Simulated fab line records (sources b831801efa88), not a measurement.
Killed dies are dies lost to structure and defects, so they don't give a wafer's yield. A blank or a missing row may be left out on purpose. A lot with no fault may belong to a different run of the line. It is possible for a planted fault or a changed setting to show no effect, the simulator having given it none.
Chamber matching :: flow sky130 :: SKY_POLY_GATE_ETCH_15 on rieDiel-03: 4 sister chambers
The step etches BARC in N2/H2, stops on SiO2, time 118.5 s, target depth 110 nm. 8 wafers are shown with their chamber, then 8 later ones without.

## WAFERS PAIRED WITH THEIR CHAMBERS
wafer: L322.2
chamber: 3
throttleValvePct (%): 13.205
oesProductAu (a.u.): 0.711

wafer: L327.1
chamber: 0
throttleValvePct (%): 13.210
oesProductAu (a.u.): 0.719

wafer: L330.5
chamber: 0
throttleValvePct (%): 13.215
oesProductAu (a.u.): 0.716

wafer: L330.6
chamber: 3
throttleValvePct (%): 13.197
oesProductAu (a.u.): 0.718

wafer: L331.6
chamber: 1
throttleValvePct (%): 13.207
oesProductAu (a.u.): 0.713

wafer: L334.3
chamber: 1
throttleValvePct (%): 13.212
oesProductAu (a.u.): 0.711

wafer: L334.5
chamber: 2
throttleValvePct (%): 13.208
oesProductAu (a.u.): 0.712

wafer: L335.1
chamber: 2
throttleValvePct (%): 13.202
oesProductAu (a.u.): 0.713

## WAFERS WITHOUT THEIR CHAMBER
wafer: L335.2
throttleValvePct (%): 13.222
oesProductAu (a.u.): 0.717

wafer: L335.5
throttleValvePct (%): 13.228
oesProductAu (a.u.): 0.715

wafer: L337.1
throttleValvePct (%): 13.217
oesProductAu (a.u.): 0.709

wafer: L337.2
throttleValvePct (%): 13.216
oesProductAu (a.u.): 0.717

wafer: L337.4
throttleValvePct (%): 13.211
oesProductAu (a.u.): 0.716

wafer: L342.1
throttleValvePct (%): 13.218
oesProductAu (a.u.): 0.713

wafer: L342.4
throttleValvePct (%): 13.202
oesProductAu (a.u.): 0.715

wafer: L342.5
throttleValvePct (%): 13.224
oesProductAu (a.u.): 0.714

## CHAMBER TAKEN BY EACH
wafer: L335.2
from the rows above: can't be placed: 0 or 1
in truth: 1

wafer: L335.5
from the rows above: can't be placed: 0 or 1 or 2
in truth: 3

wafer: L337.1
from the rows above: can't be placed: 1 or 2 or 0
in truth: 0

wafer: L337.2
from the rows above: can't be placed: 0 or 1
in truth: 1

wafer: L337.4
from the rows above: can't be placed: 0 or 1 or 2 or 3
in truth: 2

wafer: L342.1
from the rows above: can't be placed: 1 or 0 or 2 or 3
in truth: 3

wafer: L342.4
from the rows above: can't be placed: 3 or 2 or 1
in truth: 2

wafer: L342.5
from the rows above: can't be placed: 0 or 1 or 2
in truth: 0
Placed correctly: 0 of 8. These rows do not allow placing 8 (true chamber among the candidates in 7). 0 placed wrongly.
How it was worked out, from the rows above alone: a wafer's distance from a chamber is the root of the sum, over the readings, of the square of ((its reading less the chamber's mean) divided by the reading's scatter). If the next closest chamber is less than 2 further off than the closest, the wafer can't be placed; otherwise it belongs to the closest. For every chamber, the mean is computed from those of its wafers that are shown. The scatter: take each reading less its chamber's mean, square it, sum over the shown wafers, divide by the number of wafers less the number of chambers, and take the root.
